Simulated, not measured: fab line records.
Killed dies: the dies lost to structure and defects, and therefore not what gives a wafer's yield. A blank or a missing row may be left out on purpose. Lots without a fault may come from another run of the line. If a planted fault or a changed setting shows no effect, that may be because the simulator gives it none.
What tool caused it? -- flow sky130 -- 36 wafers from 12 lots sampled at 3 of the route's 708 steps

WHAT EACH GAUGE READ, for each wafer
SKY_LDD_P_OVL_MEAS_08.
lot,measured,on,LDD_P_OVL (nm)
L291,day 18 08:36,overlay-01,1.6 2.3 2.1
L294,day 19 09:20,overlay-02,1.1 0.2 0.4
L295,day 20 07:28,overlay-02,1.2 0.7 0.6
L296,day 20 09:01,overlay-01,1.4 1.1 -2.0
L297,day 20 20:48,overlay-01,0.6 0.3 2.1
L301,day 22 12:34,overlay-01,-4.4 -4.0 -3.0
L302,day 22 22:26,overlay-01,-0.5 -0.7 1.1
L304,day 24 07:11,overlay-01,-1.1 -0.9 0.4
L306,day 25 14:09,overlay-02,-1.7 -2.5 -1.4
L305,day 25 14:27,overlay-01,-0.3 0.4 -0.3
L312,day 27 18:10,overlay-01,-0.1 -0.2 -1.5
L313,day 28 02:22,overlay-02,-0.5 0.8 2.1

TOOL THAT RAN EACH LOT (tool first, then ch and the chambers of the sampled wafers, then the start)
lot,SKY_POLY_GATE_ETCH_16,SKY_LDD_N_STRIP_16
L291,"rie-diel-01 ch 0,1,3, day 15 18:19","plasma-asher-01 ch 1, day 17 02:37"
L294,"rie-diel-01 ch 0,1,2, day 16 19:49","plasma-asher-01 ch 0,1, day 18 03:19"
L295,"rie-diel-01 ch 0,2,3, day 17 14:58","plasma-asher-01 ch 0,1, day 19 00:28"
L296,"rie-diel-02 ch 1,2,3, day 17 16:14","plasma-asher-01 ch 0,1, day 19 01:43"
L297,"rie-diel-02 ch 1,2, day 18 02:58","plasma-asher-03 ch 0,1, day 19 14:43"
L301,"rie-diel-04 ch 1,2, day 19 20:49","plasma-asher-01 ch 0,1, day 21 05:47"
L302,"rie-diel-04 ch 0,1,3, day 20 05:25","plasma-asher-01 ch 0,1, day 21 15:58"
L304,"rie-diel-01 ch 2,3, day 21 15:55","plasma-asher-01 ch 0, day 23 02:10"
L306,"rie-diel-01 ch 1,2,3, day 22 22:02","plasma-asher-04 ch 0,1, day 24 08:13"
L305,"rie-diel-02 ch 1,2, day 22 22:23","plasma-asher-03 ch 0,1, day 24 08:33"
L312,"rie-diel-01 ch 0,2,3, day 25 05:28","plasma-asher-03 ch 0,1, day 26 14:01"
L313,"rie-diel-01 ch 0,1, day 25 13:52","plasma-asher-01 ch 0,1, day 26 22:02"
- SKY_POLY_GATE_ETCH_16: etches Si3N4 in CH3F/O2, stops on poly-Si, time 147.5 s, target depth 75 nm.
- SKY_LDD_N_STRIP_16: strips in O2/N2.

WHAT THE TOOLS THEMSELVES READ (means of the sampled wafers that have a number; where no wafer has one, the mark that the record gives instead)
SKY_POLY_GATE_ETCH_16.
lot,tool,O2_flow_sccm (sccm),chamber-pressure-mTorr (mTorr),drypump-motor-current-A (A),oes-product-au (a.u.),throttle-valve-pct (%)
L291,rie-diel-01,29.94,24.996,5.5,0.643,10.539
L294,rie-diel-01,29.99,25.013,5.2,0.646,10.536
L295,rie-diel-01,30.05,24.985,5.4,0.642,10.527
L296,rie-diel-02,30.01,24.997,5.9,0.639,10.538
L297,rie-diel-02,29.94,25.006,6.1,0.640,10.525
L301,rie-diel-04,29.94,24.995,5.5,0.644,10.540
L302,rie-diel-04,30.00,25.003,5.9,0.645,10.537
L304,rie-diel-01,30.04,25.003,5.0,0.642,10.533
L306,rie-diel-01,29.93,24.975,5.2,0.641,10.533
L305,rie-diel-02,30.03,25.006,6.2,0.639,10.525
L312,rie-diel-01,30.05,24.996,5.4,0.636,10.533
L313,rie-diel-01,29.97,24.984,5.4,0.641,10.536

SKY_LDD_N_STRIP_16.
lot,tool,chamber-pressure-mTorr (mTorr),drypump-motor-current-A (A),oes-product-au (a.u.),strip-time-to-endpoint-s (s)
L291,plasma-asher-01,1501.0,6.6,0.409,4.325
L294,plasma-asher-01,1500.7,6.3,0.404,4.316
L295,plasma-asher-01,1500.0,6.3,0.408,4.307
L296,plasma-asher-01,1498.8,6.3,0.409,4.300
L297,plasma-asher-03,1499.3,5.3,0.410,4.334
L301,plasma-asher-01,1499.9,5.9,0.408,4.316
L302,plasma-asher-01,1499.1,5.9,0.406,4.320
L304,plasma-asher-01,1500.4,5.6,0.406,4.323
L306,plasma-asher-04,1500.1,5.8,0.409,4.297
L305,plasma-asher-03,1499.9,5.3,0.403,4.308
L312,plasma-asher-03,1501.0,5.3,0.410,4.319
L313,plasma-asher-01,1500.1,6.2,0.404,4.305

THE ANSWER, worked out from the rows above alone
Rule: what is usual is taken from the lots themselves. The widest of any qualifying gaps counts: lots, ordered by their means at a reading, are off when they make up no more than a third of the lots, leave a main group of 4 or more, and stand apart from it by 3 or more times the standard deviation of that group's means. A main group is skipped when, at the precision printed for the reading in the tables above, its means are all equal. A lot without any number at a reading at which 4 lots or more have one is off too. All remaining lots with rows at the step are treated as sound. First the gauges in route order, then the tools' own readings, where a lot's mean is used as printed above. The first step at which some lot is off is used, and at that step the reading that is off furthest; a lot without a number counts as furthest.
None of the lots is off at any reading shown; this tells nothing.

WHAT THE SIMULATOR HAD PUT IN
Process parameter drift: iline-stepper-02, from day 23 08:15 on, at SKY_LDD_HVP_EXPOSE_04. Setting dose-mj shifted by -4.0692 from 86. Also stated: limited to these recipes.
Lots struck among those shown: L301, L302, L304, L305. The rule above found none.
